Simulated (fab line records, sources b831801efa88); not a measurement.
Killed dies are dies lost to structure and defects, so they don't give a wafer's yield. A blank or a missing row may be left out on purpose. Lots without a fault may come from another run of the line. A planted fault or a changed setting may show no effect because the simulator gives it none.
fab line records | flow sky130
record lots=24 wafers=72 last_day=50
route steps=708 shown VIA3@586 METAL4@598 CAP2M@615 VIA4@641 METAL5@676
lots that met no fault: from a run of the same line without faults
start_h: hours from the record's first day to the start of the lot's first wafer shown | wait_h: hours since the lot's step before | " the same as in the row above | L1.1+2: a row that stands for several wafers | - no value, or no start given | * or withheld: withheld | < > ~ a bound
route shown NAME@n: a module of which the file shows steps, and the number in the route of the first | usual: mean/standard deviation of fault-free wafers | same: alike in all rows | chamber/n: place in a boat | sites: the reading at each site | _std_site: their standard deviation | _edge_site: outer sites' mean less inner sites' | radius_mm: how far each site lies from the wafer's centre | mask NAME#n: copy n | behind: the tool/chamber that last shaped the wafer | hold: why the lot was held/for how many hours/how that ended | device: the transistor (n, p or np) that didn't switch | end of line: the same wafers' tests at the end of the route | a step without rows: its recipe alone | killed: dies lost to structure and defects at the first sort, not the wafer's yield | map: a wafer's dies, x killed, . not, _ none there
set.NAME: the setting as run; set.NAME@STEP: as run at that earlier step | model.NAME: the simulator's own value behind a step, which no gauge read
steps of the route over a sample of lots; a table a step, a row a wafer
services: from which hour (start_h, from the record's first day; less than 0 if before it) a tool's chamber was out of use, for how many hours, and why
## steps
# step SKY_VIA3_OVL_MEAS_13
# usual VIA3_OVL=3/5.2
# columns lot.wafer tool chamber start_h wait_h VIA3_OVL[nm]
L074.3 overlay-02 - 943.91 0.1 1
L074.4 " - " " 1
L074.6 " - " " 2
L076.1 overlay-01 - 948.86 0.1 9
L076.2 " - " " 8
L076.3 " - " " 5
L075.1 overlay-01 - 951.18 0.1 -2
L075.3 " - " " -2
L075.5 " - " " 3
L077.3 overlay-01 - 954.21 0.1 7
L077.4 " - " " 7
L077.5 " - " " 5
L078.2 overlay-01 - 959.63 0.1 0
L078.4 " - " " 3
L078.6 " - " " -3
L079.3 overlay-02 - 964.86 0.1 4
L079.5 " - " " -1
L079.6 " - " " 3
L081.2 overlay-02 - 976.81 0.1 -3
L081.3 " - " " 1
L081.6 " - " " -4
L080.3 overlay-01 - 983.04 0.1 -3
L080.4 " - " " -4
L080.6 " - " " -4
L082.2 overlay-01 - 983.76 0.1 6
L082.5 " - " " 8
L082.6 " - " " 2
L083.1 overlay-01 - 993.32 0.1 -9
L083.3 " - " " -2
L083.4 " - " " -3
L084.4 overlay-01 - 1001.42 0.1 11
L084.5 " - " " 7
L084.6 " - " " 7
L085.1 overlay-01 - 1010.32 0.1 2
L085.2 " - " " 0
L085.3 " - " " -2
L086.1 overlay-02 - 1012.22 0.1 5
L086.3 " - " " 2
L086.5 " - " " -4
L087.3 overlay-02 - 1016.54 0.1 -2
L087.4 " - " " 1
L087.6 " - " " 4
L088.2 overlay-01 - 1022.06 0.1 -1
L088.3 " - " " -9
L088.5 " - " " -6
L089.2 overlay-02 - 1028.26 0.1 8
L089.3 " - " " 3
L089.4 " - " " 7
L090.1 overlay-01 - 1038.63 0.1 4
L090.3 " - " " 5
L090.5 " - " " 6
L091.2 overlay-02 - 1039.16 0.1 0
L091.5 " - " " -2
L091.6 " - " " -6
L092.2 overlay-02 - 1051.47 0.1 13
L092.5 " - " " 13
L092.6 " - " " 8
L093.2 overlay-01 - 1053.33 0.1 1
L093.3 " - " " -4
L093.6 " - " " -6
L094.2 overlay-01 - 1063.43 0.1 8
L094.3 " - " " 9
L094.4 " - " " 10
L095.2 overlay-02 - 1068.62 0.1 8
L095.5 " - " " 14
L095.6 " - " " 8
L096.4 overlay-01 - 1071.88 0.1 6
L096.5 " - " " 6
L096.6 " - " " 5
L097.1 overlay-01 - 1077.35 0.1 -1
L097.3 " - " " 2
L097.6 " - " " 1
# step SKY_METAL4_SPUTTER_00
# recipe material=Ti target_thk_nm=15 power_w=3000 time_s=10 chamber_pressure_pa=0.4
# usual throttle_valve_pct=30.2/1.3
# columns lot.wafer tool chamber start_h wait_h throttle_valve_pct
L074.3 pvd_sputter-02 - 945.37 0.1 31.4
L074.4 " - " " 28.6
L074.6 " - " " 29.9
L076.1 pvd_sputter-01 - 950.26 0.1 30.0
L076.2 " - " " 32.0
L076.3 " - " " 28.6
L075.1 pvd_sputter-03 - 952.57 0.2 32.0
L075.3 " - " " 31.5
L075.5 " - " " 31.5
L077.3 pvd_sputter-02 - 955.59 0.1 30.7
L077.4 " - " " 31.2
L077.5 " - " " 30.0
L078.2 pvd_sputter-03 - 961.11 0.2 32.0
L078.4 " - " " 28.9
L078.6 " - " " 31.7
L079.3 pvd_sputter-03 - 966.24 0.2 31.8
L079.5 " - " " 28.9
L079.6 " - " " 31.8
L081.2 pvd_sputter-02 - 978.29 0.1 31.0
L081.3 " - " " 28.6
L081.6 " - " " 30.0
L080.3 pvd_sputter-02 - 984.42 0.2 30.6
L080.4 " - " " 30.1
L080.6 " - " " 29.9
L082.2 pvd_sputter-01 - 985.14 0.1 30.3
L082.5 " - " " 30.2
L082.6 " - " " 28.2
L083.1 pvd_sputter-02 - 994.71 0.1 30.9
L083.3 " - " " 31.0
L083.4 " - " " 30.2
L084.4 pvd_sputter-01 - 1002.81 0.2 30.3
L084.5 " - " " 28.3
L084.6 " - " " 31.8
L085.1 pvd_sputter-02 - 1011.77 0.2 30.7
L085.2 " - " " 31.3
L085.3 " - " " 28.6
L086.1 pvd_sputter-02 - 1013.61 0.2 28.5
L086.3 " - " " 30.7
L086.5 " - " " 30.9
L087.3 pvd_sputter-03 - 1017.96 0.1 31.6
L087.4 " - " " 32.0
L087.6 " - " " 29.0
L088.2 pvd_sputter-02 - 1023.89 0.2 29.8
L088.3 " - " " 31.2
L088.5 " - " " 31.2
L089.2 pvd_sputter-03 - 1029.75 0.2 31.8
L089.3 " - " " 28.7
L089.4 " - " " 28.7
L090.1 pvd_sputter-02 - 1040.08 0.1 31.2
L090.3 " - " " 28.8
L090.5 " - " " 29.8
L091.2 pvd_sputter-01 - 1040.59 0.2 28.3
L091.5 " - " " 32.1
L091.6 " - " " 28.4
L092.2 pvd_sputter-02 - 1052.86 0.1 30.0
L092.5 " - " " 31.4
L092.6 " - " " 28.6
L093.2 pvd_sputter-02 - 1054.72 0.2 28.5
L093.3 " - " " 30.9
L093.6 " - " " 28.5
L094.2 pvd_sputter-03 - 1064.83 0.2 31.4
L094.3 " - " " 29.1
L094.4 " - " " 28.7
L095.2 pvd_sputter-03 - 1070.01 0.2 31.5
L095.5 " - " " 31.2
L095.6 " - " " 32.0
L096.4 pvd_sputter-01 - 1073.26 0.2 28.2
L096.5 " - " " 28.3
L096.6 " - " " 30.2
L097.1 pvd_sputter-03 - 1078.78 0.2 29.0
L097.3 " - " " 31.4
L097.6 " - " " 28.8
# step SKY_CAP2M_OVL_MEAS_12
# usual CAP2M_OVL=-0.2/1.4
# columns lot.wafer tool chamber start_h wait_h CAP2M_OVL[nm]
L074.3 overlay-02 - 969.94 0.1 0.6
L074.4 " - " " 1.4
L074.6 " - " " 2.1
L076.1 overlay-01 - 974.91 0.1 -1.5
L076.2 " - " " -2.4
L076.3 " - " " -1.3
L075.1 overlay-02 - 976.98 0.1 0.4
L075.3 " - " " 0.8
L075.5 " - " " 0.6
L077.3 overlay-02 - 980.07 0.1 1.0
L077.4 " - " " 0.1
L077.5 " - " " -0.4
L078.2 overlay-02 - 985.36 0.1 0.4
L078.4 " - " " 0.4
L078.6 " - " " 0.4
L079.3 overlay-02 - 990.77 0.1 0.3
L079.5 " - " " 0.7
L079.6 " - " " 0.9
L081.2 overlay-01 - 1002.51 0.1 -1.1
L081.3 " - " " 1.1
L081.6 " - " " 0.3
L080.3 overlay-02 - 1008.47 0.1 -1.3
L080.4 " - " " -1.3
L080.6 " - " " -1.3
L082.2 overlay-01 - 1008.99 0.1 -0.6
L082.5 " - " " -1.6
L082.6 " - " " -0.8
L083.1 overlay-02 - 1018.61 0.1 -0.2
L083.3 " - " " 0.9
L083.4 " - " " 1.2
L084.4 overlay-02 - 1026.78 0.1 1.3
L084.5 " - " " 0.2
L084.6 " - " " 0.8
L085.1 overlay-01 - 1034.16 0.1 -0.2
L085.2 " - " " -0.3
L085.3 " - " " 0.0
L086.1 overlay-02 - 1035.86 0.1 1.3
L086.3 " - " " 0.8
L086.5 " - " " 0.1
L087.3 overlay-02 - 1040.72 0.1 -0.1
L087.4 " - " " -0.9
L087.6 " - " " -1.2
L088.2 overlay-02 - 1046.34 0.1 -0.6
L088.3 " - " " -0.7
L088.5 " - " " -0.1
L089.2 overlay-01 - 1052.37 0.1 -1.5
L089.3 " - " " -1.3
L089.4 " - " " -2.5
L090.1 overlay-01 - 1062.66 0.1 -0.3
L090.3 " - " " -1.3
L090.5 " - " " -0.3
L091.2 overlay-02 - 1062.97 0.1 -1.0
L091.5 " - " " -1.7
L091.6 " - " " -2.0
L092.2 overlay-02 - 1075.07 0.1 -0.9
L092.5 " - " " -1.7
L092.6 " - " " -0.4
L093.2 overlay-02 - 1076.76 0.1 -0.1
L093.3 " - " " 0.8
L093.6 " - " " 2.6
L094.2 overlay-01 - 1086.49 0.1 -1.6
L094.3 " - " " -0.5
L094.4 " - " " -2.2
L095.2 overlay-01 - 1091.14 0.1 -2.5
L095.5 " - " " -0.8
L095.6 " - " " -1.6
L096.4 overlay-02 - 1093.68 0.1 1.5
L096.5 " - " " 1.6
L096.6 " - " " 2.7
L097.1 overlay-01 - 1099.91 0.1 -1.0
L097.3 " - " " -0.7
L097.6 " - " " -1.8
# step SKY_VIA4_CMP_02
# recipe material=SiO2 down_force_psi=4 platen_rpm=60 pad_velocity_m_s=0.94248
# usual motor_current_A=12.1/1.3
# columns lot.wafer tool chamber start_h wait_h motor_current_A
L074.3 cmp-02 0 995.77 0.1 11.9
L074.4 " 2 " " 11.6
L074.6 " 0 " " 12.0
L076.3 cmp-01 1 1000.76 0.0 13.5
L076.2 " 2 " " 11.0
L076.1 " 0 " " 14.2
L075.3 cmp-02 0 1002.92 0.1 11.7
L075.1 " 1 " " 12.2
L075.5 " 2 " " 12.0
L077.3 cmp-01 0 1005.88 0.1 14.7
L077.4 " 1 " " 13.1
L077.5 " 3 " " 9.6
L078.2 cmp-02 3 1011.47 0.0 12.0
L078.4 " 2 " " 10.9
L078.6 " 3 " " 12.0
L079.3 cmp-02 3 1016.24 0.0 12.5
L079.6 " 3 " " 12.2
L079.5 " 0 " " 11.2
L081.3 cmp-02 2 1028.16 0.1 12.0
L081.2 " 0 " " 11.9
L081.6 " 2 " " 11.4
L080.4 cmp-01 3 1033.17 0.1 9.8
L080.3 " 0 " " 14.9
L080.6 " 2 " " 10.7
L082.2 cmp-02 3 1034.77 0.0 12.6
L082.6 " 3 " " 12.3
L082.5 " 0 " " 10.7
L083.3 cmp-02 3 1043.62 0.0 12.8
L083.4 " 0 " " 11.4
L083.1 " 2 " " 11.8
L084.4 cmp-02 2 1051.39 0.0 12.0
L084.6 " 2 " " 11.6
L084.5 " 3 " " 12.6
L085.1 cmp-01 1 1058.88 0.1 13.0
L085.3 " 2 " " 11.3
L085.2 " 3 " " 9.5
L086.1 cmp-01 0 1059.98 0.1 14.7
L086.3 " 2 " " 11.2
L086.5 " 1 " " 13.5
L087.3 cmp-01 3 1065.26 0.0 10.0
L087.4 " 1 " " 13.1
L087.6 " 0 " " 14.6
L088.3 cmp-02 3 1069.86 0.0 12.6
L088.2 " 1 " " 13.0
L088.5 " 3 " " 11.8
L089.3 cmp-02 3 1076.08 0.0 12.7
L089.4 " 1 " " 13.3
L089.2 " 2 " " 12.0
L090.3 cmp-01 1 1085.58 0.1 13.3
L090.1 " 2 " " 10.5
L090.5 " 0 " " 13.3
L091.2 cmp-02 2 1086.57 0.2 11.6
L091.5 " 3 " " 12.1
L091.6 " 0 " " 11.4
L092.2 cmp-01 0 1098.35 0.0 14.7
L092.6 " 0 " " 14.6
L092.5 " 1 " " 13.2
L093.3 cmp-01 2 1100.45 0.0 11.4
L093.2 " 3 " " 9.7
L093.6 " 3 " " 9.3
L094.2 cmp-02 3 1109.62 0.5 12.2
L094.3 " 0 " " 12.2
L094.4 " 1 " " 13.1
L095.2 cmp-02 1 1113.88 0.3 12.6
L095.6 " 1 " " 13.2
L095.5 " 2 " " 12.0
L096.4 cmp-02 1 1116.23 0.3 13.2
L096.6 " 2 " " 12.0
L096.5 " 3 " " 12.2
L097.3 cmp-01 2 1121.57 0.0 11.0
L097.1 " 1 " " 13.1
L097.6 " 3 " " 9.8
# step SKY_VIA4_BOW_MEAS_03
# recipe mode=bow
# usual VIA4_BOW=79/7.9
# columns lot.wafer tool chamber start_h wait_h VIA4_BOW[um]
L074.3 film_metro-02 - 996.06 0.2 68
L074.4 " - " " 83
L074.6 " - " " 75
L076.1 film_metro-01 - 1001.06 0.1 64
L076.2 " - " " 79
L076.3 " - " " 67
L075.1 film_metro-02 - 1003.12 0.1 71
L075.3 " - " " 70
L075.5 " - " " 69
L077.3 film_metro-04 - 1006.12 0.2 80
L077.4 " - " " 80
L077.5 " - " " 81
L078.2 film_metro-04 - 1011.79 0.3 76
L078.4 " - " " 84
L078.6 " - " " 86
L079.3 film_metro-04 - 1016.58 0.3 66
L079.5 " - " " 78
L079.6 " - " " 84
L081.2 film_metro-04 - 1028.43 0.1 71
L081.3 " - " " 78
L081.6 " - " " 82
L080.3 film_metro-01 - 1033.41 0.1 83
L080.4 " - " " 74
L080.6 " - " " 95
L082.2 film_metro-01 - 1035.09 0.3 60
L082.5 " - " " 76
L082.6 " - " " 73
L083.1 film_metro-02 - 1043.92 0.1 67
L083.3 " - " " 85
L083.4 " - " " 90
L084.4 film_metro-02 - 1051.75 0.3 83
L084.5 " - " " 82
L084.6 " - " " 78
L085.1 film_metro-01 - 1059.13 0.2 73
L085.2 " - " " 89
L085.3 " - " " 80
L086.1 film_metro-01 - 1060.28 0.2 78
L086.3 " - " " 89
L086.5 " - " " 74
L087.3 film_metro-04 - 1065.60 0.3 77
L087.4 " - " " 83
L087.6 " - " " 88
L088.2 film_metro-01 - 1070.18 0.2 93
L088.3 " - " " 98
L088.5 " - " " 82
L089.2 film_metro-02 - 1076.40 0.1 74
L089.3 " - " " 89
L089.4 " - " " 71
L090.1 film_metro-04 - 1085.83 0.1 77
L090.3 " - " " 83
L090.5 " - " " 90
L091.2 film_metro-02 - 1086.74 0.1 69
L091.5 " - " " 72
L091.6 " - " " 80
L092.2 film_metro-01 - 1098.67 0.3 81
L092.5 " - " " 80
L092.6 " - " " 88
L093.2 film_metro-04 - 1100.77 0.2 74
L093.3 " - " " 78
L093.6 " - " " 78
L094.2 film_metro-01 - 1109.94 0.3 85
L094.3 " - " " 65
L094.4 " - " " 83
L095.2 film_metro-02 - 1114.20 0.3 69
L095.5 " - " " 77
L095.6 " - " " 77
L096.4 film_metro-01 - 1116.44 0.2 79
L096.5 " - " " 73
L096.6 " - " " 77
L097.1 film_metro-04 - 1121.87 0.1 94
L097.3 " - " " 88
L097.6 " - " " 84
# step SKY_METAL5_METAL_ETCH_15
# recipe target_depth_a=12600 stop_on=SiO2 over_etch_frac=0.2 time_s=252 chemistry=Cl2/BCl3 resist_sidewall_deg=86 pressure_mtorr=10 icp_w=888 bias_w=48.5 Cl2_flow_sccm=60 bcl3_flow_sccm=30
# usual bcl3_flow_sccm=29.99/0.1 chamber_pressure_mTorr=10.000/0.0085 drypump_motor_current_A=5.4/0.39 oes_product_au=0.894/0.0049 throttle_valve_pct=22.264/0.0091
# same over_etch_frac=0.2
# columns lot.wafer tool chamber start_h wait_h bcl3_flow_sccm chamber_pressure_mTorr drypump_motor_current_A oes_product_au rf_hours_counter_h throttle_valve_pct
L074.3 rie_metal-02 0 1044.02 0.1 30.03 10.005 5.2 0.893 - 22.269
L074.4 " 1 " " 29.96 9.999 6.0 0.887 - 22.271
L074.6 " 1 " " 29.99 9.981 5.9 0.894 - 22.251
L076.1 rie_metal-01 1 1048.21 0.1 30.07 9.999 5.6 0.894 19 22.255
L076.2 " 1 " " 30.25 10.018 5.6 0.888 - 22.284
L076.3 " 1 " " 30.16 10.001 5.6 0.887 - 22.255
L075.1 rie_metal-01 1 1050.26 0.1 30.06 9.996 5.7 0.892 19 22.255
L075.3 " 1 " " 29.95 9.993 5.7 0.896 - 22.258
L075.5 " 1 " " 29.94 9.997 5.7 0.891 - 22.258
L077.3 rie_metal-02 1 1052.56 0.1 30.10 10.013 6.0 0.896 - 22.254
L077.4 " 0 " " 30.12 10.008 5.2 0.898 - 22.259
L077.5 " 0 " " 29.97 10.001 5.2 0.893 - 22.288
L078.2 rie_metal-01 0 1057.32 0.0 30.08 10.017 5.0 0.896 16 22.270
L078.4 " 1 " " 30.02 9.993 5.7 0.890 - 22.265
L078.6 " 1 " " 29.99 9.996 5.6 0.903 - 22.251
L079.3 rie_metal-01 1 1062.26 0.1 29.88 9.997 5.7 0.904 - 22.265
L079.5 " 0 " " 29.93 10.015 5.0 0.897 - 22.258
L079.6 " 1 " " 29.93 10.016 5.6 0.900 - 22.265
L081.2 rie_metal-04 0 1074.08 0.0 30.04 10.008 4.7 0.901 12 22.267
L081.3 " 0 " " 30.18 9.994 4.7 0.886 - 22.269
L081.6 " 0 " " 30.11 9.998 4.7 0.890 - 22.270
L080.3 rie_metal-04 0 1078.03 0.1 29.87 10.000 4.7 0.898 - 22.261
L080.4 " 1 " " 30.08 10.009 5.2 0.891 - 22.263
L080.6 " 0 " " 29.94 10.004 4.7 0.888 - 22.272
L082.2 rie_metal-01 0 1079.02 0.0 30.11 9.996 5.1 0.889 18 22.267
L082.5 " 1 " " 29.93 10.001 5.6 0.895 - 22.270
L082.6 " 0 " " 29.92 10.000 5.0 0.902 - 22.263
L083.1 rie_metal-01 1 1087.97 0.0 30.13 9.999 5.6 0.889 22 22.262
L083.3 " 1 " " 30.09 9.981 5.6 0.905 - 22.270
L083.4 " 0 " " 29.89 10.009 5.0 0.891 - 22.271
L084.4 rie_metal-02 0 1096.37 0.1 29.81 10.021 5.1 0.898 - 22.265
L084.5 " 0 " " 30.01 9.985 5.2 0.901 - 22.276
L084.6 " 1 " " 30.07 9.990 6.0 0.894 - 22.259
L085.1 rie_metal-02 0 1103.19 0.0 29.98 10.001 5.2 0.887 26 22.274
L085.2 " 1 " " 29.79 10.013 5.9 0.894 25 22.250
L085.3 " 0 " " 30.07 9.990 5.2 0.893 - 22.257
L086.1 rie_metal-01 0 1104.92 0.0 29.91 9.989 5.0 0.894 20 22.247
L086.3 " 0 " " 29.98 10.005 5.0 0.893 - 22.261
L086.5 " 0 " " 29.96 9.992 5.0 0.894 - 22.270
L087.3 rie_metal-02 1 1108.54 0.1 30.02 10.000 5.9 0.894 - 22.255
L087.4 " 0 " " 30.01 10.008 5.2 0.894 - 22.253
L087.6 " 0 " " 29.91 10.012 5.1 0.898 - 22.256
L088.2 rie_metal-04 1 1113.33 0.0 29.79 9.992 5.2 0.900 24 22.277
L088.3 " 1 " " 30.03 10.000 5.2 0.889 - 22.280
L088.5 " 1 " " 30.00 9.996 5.2 0.893 - 22.264
L089.2 rie_metal-01 0 1118.28 0.0 29.95 10.011 5.0 0.896 21 22.250
L089.3 " 0 " " 30.00 10.008 5.0 0.894 - 22.274
L089.4 " 1 " " 29.98 10.003 5.7 0.900 - 22.261
L090.1 rie_metal-02 1 1127.52 0.0 30.08 9.987 6.0 0.898 27 22.268
L090.3 " 1 " " 30.05 9.984 6.0 0.898 - 22.263
L090.5 " 0 " " 30.04 10.003 5.2 0.894 - 22.270
L091.2 rie_metal-01 1 1128.62 0.0 30.03 9.991 5.6 0.888 25 22.269
L091.5 " 1 " " 29.89 10.004 5.7 0.891 - 22.253
L091.6 " 0 " " 29.84 10.024 5.0 0.893 - 22.264
L092.2 rie_metal-02 0 1139.13 0.0 29.75 10.003 5.2 0.891 29 22.286
L092.5 " 0 " " 29.90 9.990 5.2 0.894 - 22.261
L092.6 " 1 " " 30.14 9.989 6.0 0.897 - 22.265
L093.2 rie_metal-01 0 1140.94 0.0 29.80 9.992 5.0 0.900 23 22.265
L093.3 " 1 " " 30.01 9.999 5.7 0.892 - 22.275
L093.6 " 1 " " 29.88 9.998 5.7 0.890 - 22.253
L094.2 rie_metal-02 0 1149.58 0.0 29.99 9.996 5.2 0.897 30 22.255
L094.3 " 1 " " 29.80 9.998 6.0 0.893 - 22.256
L094.4 " 0 " " 30.02 9.998 5.2 0.892 - 22.256
L095.2 rie_metal-01 0 1152.87 0.0 30.04 9.997 5.0 0.907 24 22.255
L095.5 " 0 " " 30.07 10.008 5.0 0.896 - 22.265
L095.6 " 1 " " 30.12 10.006 5.7 0.896 - 22.268
L096.4 rie_metal-04 0 1154.89 0.1 29.84 9.995 4.7 0.884 - 22.253
L096.5 " 0 " " 30.00 10.005 4.7 0.893 - 22.268
L096.6 " 1 " " 29.96 10.008 5.2 0.894 - 22.266
L097.1 rie_metal-02 0 1159.33 0.0 30.04 10.003 5.2 0.888 31 22.254
L097.3 " 0 " " 29.96 10.000 5.2 0.893 - 22.262
L097.6 " 1 " " 30.07 9.995 6.0 0.895 - 22.250
## services
# columns tool chamber start_h hours kind
cmp-02 - 924.04 4.0 pm
pvd_sputter-01 - 924.37 6.0 repair
cmp-01 - 928.04 5.0 pm
cmp-02 - 928.04 - consumable_replace:conditioner
cmp-02 - 928.04 - consumable_replace:pad
pvd_sputter-02 - 931.45 1.9 repair
pvd_sputter-01 - 941.47 0.8 repair
pvd_sputter-02 - 966.21 5.3 repair
pvd_sputter-02 1 999.98 - consumable_replace:kit
pvd_sputter-02 1 999.98 18.0 scheduled_down
pvd_sputter-02 1 999.98 18.0 vent_cycle
pvd_sputter-02 - 1003.37 0.8 repair
rie_metal-01 1 1005.90 12.0 repair
pvd_sputter-03 - 1018.12 6.7 repair
pvd_sputter-01 - 1025.49 2.4 repair
rie_metal-01 0 1033.05 18.8 repair
cmp-02 - 1044.70 1.0 repair
cmp-01 - 1104.67 7.2 pm
pvd_sputter-01 - 1119.03 1.7 repair
cmp-01 - 1131.40 4.0 pm
pvd_sputter-02 0 1137.68 - consumable_replace:kit
pvd_sputter-02 0 1137.68 18.0 scheduled_down
pvd_sputter-02 0 1137.68 18.0 vent_cycle
rie_metal-04 - 1142.43 0.8 repair
## key
fault none
